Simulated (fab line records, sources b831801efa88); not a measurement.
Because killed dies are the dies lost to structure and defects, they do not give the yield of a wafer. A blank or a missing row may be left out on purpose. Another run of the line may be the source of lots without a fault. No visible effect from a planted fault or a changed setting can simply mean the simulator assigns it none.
A lot that was struck, set against a sound lot / flow gf180mcu / 44 steps out of a route of 602
Sound: the wafers L688.1, L688.2, L688.6. Wafers struck: L698.1, L698.2, L698.3. The cause is named last.
For every step that has rows: the tool of each side, followed by ch and its chambers, followed by its first start. Under that, the readings that differ: sound wafers / struck wafers / difference of the means / sigmas: that difference in standard deviations of wafers without a fault.
alike: a reading whose means differ by less than 2 such deviations, as well as words and numbers matching on both sides. not compared: withheld readings; readings where some wafer has no value; bounds like >300 that might hide an equal value; numbers whose values overlap and for which the record gives no deviation.
The two part at a step that has a row with sigmas, a row that says differs or no value, or rows on one side only. Non-overlapping numbers with no deviation appear without sigmas and do not part them. A reading that every wafer of one side lacks parts them only if that side has two wafers or more.

first, 2 steps without rows for these wafers: GF_NWELL_IMPLANT_08; GF_NWELL_IMPLANT_09.
GF_NWELL_STRIP_10: strips in O2/N2.
  sound on plasma_asher-04 ch 0,1, day 4 15:43; struck on plasma_asher-04 ch 0,1, day 7 00:44
  alike: drypump_motor_current_A, heater_power_w, oes_product_au, strip_time_to_endpoint_s
  not compared: rf_hours_counter_h
GF_NWELL_TW_MEAS_11:
  sound on film_metro-01 at day 4 15:49; struck on film_metro-01 at day 7 00:50
  alike: NWELL_TW
then, 7 steps without rows for these wafers: GF_LVPWELL_DEHYDRATE_00 (time 60 s); GF_LVPWELL_HMDS_01 (prime time 60 s); GF_LVPWELL_COAT_02 (resist thk 3000 nm); GF_LVPWELL_SOFTBAKE_03; GF_LVPWELL_EXPOSE_04 (exposes mask LVPWELL, target cd 600 nm); GF_LVPWELL_PEB_05; GF_LVPWELL_DEVELOP_06 (develop time 60 s).
GF_LVPWELL_OVL_MEAS_07:
  sound on overlay-02 at day 5 04:41; struck on overlay-01 at day 7 16:31
reading=LVPWELL_OVL (nm); sound=0.9 0.7 2.1; struck=-1.0 -1.1 -1.0; difference=-2.3; sigmas=-2
GF_LVPWELL_IMPLANT_08:
  sound on implanter-04 ch 0, day 5 04:43; struck on implanter-04 ch 0, day 7 16:34
reading=dose_ions_cm2; sound=1.4986e+13 1.5012e+13 1.4989e+13; struck=1.5694e+13 1.5695e+13 1.5677e+13; difference=+6.9300e+11; sigmas=+41
then, 1 step without rows for these wafers: GF_LVPWELL_IMPLANT_09.
GF_LVPWELL_STRIP_10: strips in O2/N2.
  sound on plasma_asher-01 ch 0,1, day 5 05:01; struck on plasma_asher-01 ch 0,1, day 7 16:52
  alike: drypump_motor_current_A, heater_power_w, oes_product_au, strip_time_to_endpoint_s
  not compared: rf_hours_counter_h
GF_LVPWELL_TW_MEAS_11:
  sound on film_metro-01 at day 5 05:07; struck on film_metro-01 at day 7 16:58
  alike: LVPWELL_TW
then, 7 steps without rows for these wafers: GF_MVSD_DEHYDRATE_00 (time 60 s); GF_MVSD_HMDS_01 (prime time 60 s); GF_MVSD_COAT_02 (resist thk 3000 nm); GF_MVSD_SOFTBAKE_03; GF_MVSD_EXPOSE_04 (exposes mask MVSD, target cd 1000 nm); GF_MVSD_PEB_05; GF_MVSD_DEVELOP_06 (develop time 60 s).
GF_MVSD_OVL_MEAS_07:
  sound on overlay-02 at day 5 19:02; struck on overlay-02 at day 8 09:07
  alike: MVSD_OVL
then, 2 steps without rows for these wafers: GF_MVSD_IMPLANT_08; GF_MVSD_IMPLANT_09.
GF_MVSD_STRIP_10: strips in O2/N2.
  sound on plasma_asher-01 ch 0,1, day 5 19:22; struck on plasma_asher-01 ch 0,1, day 8 09:27
  alike: drypump_motor_current_A, heater_power_w, oes_product_au, strip_time_to_endpoint_s
  not compared: rf_hours_counter_h
GF_MVSD_TW_MEAS_11:
  sound on film_metro-04 at day 5 19:28; struck on film_metro-01 at day 8 09:33
  alike: MVSD_TW
then, 7 steps without rows for these wafers: GF_MVPSD_DEHYDRATE_00 (time 60 s); GF_MVPSD_HMDS_01 (prime time 60 s); GF_MVPSD_COAT_02 (resist thk 3000 nm); GF_MVPSD_SOFTBAKE_03; GF_MVPSD_EXPOSE_04 (exposes mask MVPSD, target cd 1000 nm); GF_MVPSD_PEB_05; GF_MVPSD_DEVELOP_06 (develop time 60 s).
GF_MVPSD_OVL_MEAS_07:
  sound on overlay-02 at day 6 10:00; struck on overlay-02 at day 9 01:34
reading=MVPSD_OVL (nm); sound=-3.7 -2.9 -3.0; struck=1.7 0.2 -1.3; difference=+3.4; sigmas=+3
then, 2 steps without rows for these wafers: GF_MVPSD_IMPLANT_08; GF_MVPSD_IMPLANT_09.
GF_MVPSD_STRIP_10: strips in O2/N2.
  sound on plasma_asher-01 ch 0,1, day 6 10:20; struck on plasma_asher-04 ch 0,1, day 9 01:54
  alike: drypump_motor_current_A, heater_power_w, oes_product_au, strip_time_to_endpoint_s
  not compared: rf_hours_counter_h
GF_MVPSD_TW_MEAS_11:
  sound on film_metro-02 at day 6 10:26; struck on film_metro-01 at day 9 02:00
  alike: MVPSD_TW
then, 2 steps without rows for these wafers: GF_VT_IMPLANT_DEHYDRATE_00 (time 60 s); GF_VT_IMPLANT_HMDS_01 (prime time 60 s).
-- the record jumps here: 3 days lie between the struck wafers' starts before and after --
GF_VT_IMPLANT_RS_MEAS_48: a four-point-probe measurement.
  sound on film_metro-02 at day 9 03:22; struck on film_metro-02 at day 12 00:53
reading=LVPWELL_RS (ohm/sq); sound=1196 1196 1192; struck=1169 1166 1167; difference=-27; sigmas=-8
then, 1 step without rows for these wafers: GF_PASSIVATION_PROBE_99.

WHERE THEY PART
Last at GF_VT_IMPLANT_RS_MEAS_48 as far as this record goes, first at GF_LVPWELL_OVL_MEAS_07.

WHY: the cause the simulator had injected
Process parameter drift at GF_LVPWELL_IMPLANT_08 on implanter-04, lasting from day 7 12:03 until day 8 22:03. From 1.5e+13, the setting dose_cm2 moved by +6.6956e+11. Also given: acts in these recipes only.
